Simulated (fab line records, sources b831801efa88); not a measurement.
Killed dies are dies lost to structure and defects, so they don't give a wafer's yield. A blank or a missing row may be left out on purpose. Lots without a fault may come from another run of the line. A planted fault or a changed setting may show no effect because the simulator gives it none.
Which tool did it? | flow sky130 | 7 lots, 21 wafers sampled, at 2 steps of a route of 708

WHAT THE GAUGES READ, wafer by wafer
SKY_POLY_GATE_CD_MEAS_13: target cd 150 nm.
lot  | measured     | on        | cd_nm (nm)
L300 | day 16 07:10 | cd_sem-01 | 150.9 150.5 150.8
L302 | day 16 22:29 | cd_sem-01 | 149.6 151.3 150.0
L307 | day 18 21:14 | cd_sem-02 | - - -
L309 | day 19 21:27 | cd_sem-01 | - - -
L312 | day 23 00:50 | cd_sem-01 | 148.5 149.5 149.5
L318 | day 23 14:21 | cd_sem-02 | 149.2 150.1 148.9
L321 | day 24 12:45 | cd_sem-01 | 149.6 149.6 150.3

WHICH TOOL RAN EACH LOT (tool, then ch and the chambers of the sampled wafers, then the start)
lot  | SKY_POLY_GATE_EXPOSE_10
L300 | krf_scanner-02 ch 0, day 15 17:58
L302 | krf_scanner-01 ch 0, day 16 08:39
L307 | krf_scanner-01, day 18 05:53
L309 | krf_scanner-02, day 19 06:32
L312 | krf_scanner-02 ch 0, day 22 09:07
L318 | krf_scanner-02 ch 0, day 22 22:56
L321 | krf_scanner-01 ch 0, day 23 21:59
- SKY_POLY_GATE_EXPOSE_10: exposes mask P1M, target cd 150 nm.

THE ANSWER, worked out from the rows above alone
Rule: what is usual is taken from the lots themselves. Put in order of their means at a reading, lots are off if they are a third of the lots or fewer, leave a main group of 4 or more, and stand apart from it by a gap of 3 or more times the standard deviation of the main group's means; of several such gaps the widest counts. A main group whose means are all the same, to the digits that the tables above print for the reading, isn't used. A lot without any number at a reading at which 4 lots or more have one is off too. The other lots that the step has rows for count as sound.
Off: L307, L309, at SKY_POLY_GATE_CD_MEAS_13 (cd_nm). Without a number there: L307, L309. The main group: mean 149.9 nm, standard deviation 0.57.
A tool fits if, at a process step before that reading, it ran every lot that is off, and no sound lot after the first of them. The gauges at SKY_POLY_GATE_CD_MEAS_13 are tried like those tools. None of those tried fits.

WHAT THE SIMULATOR HAD PUT IN
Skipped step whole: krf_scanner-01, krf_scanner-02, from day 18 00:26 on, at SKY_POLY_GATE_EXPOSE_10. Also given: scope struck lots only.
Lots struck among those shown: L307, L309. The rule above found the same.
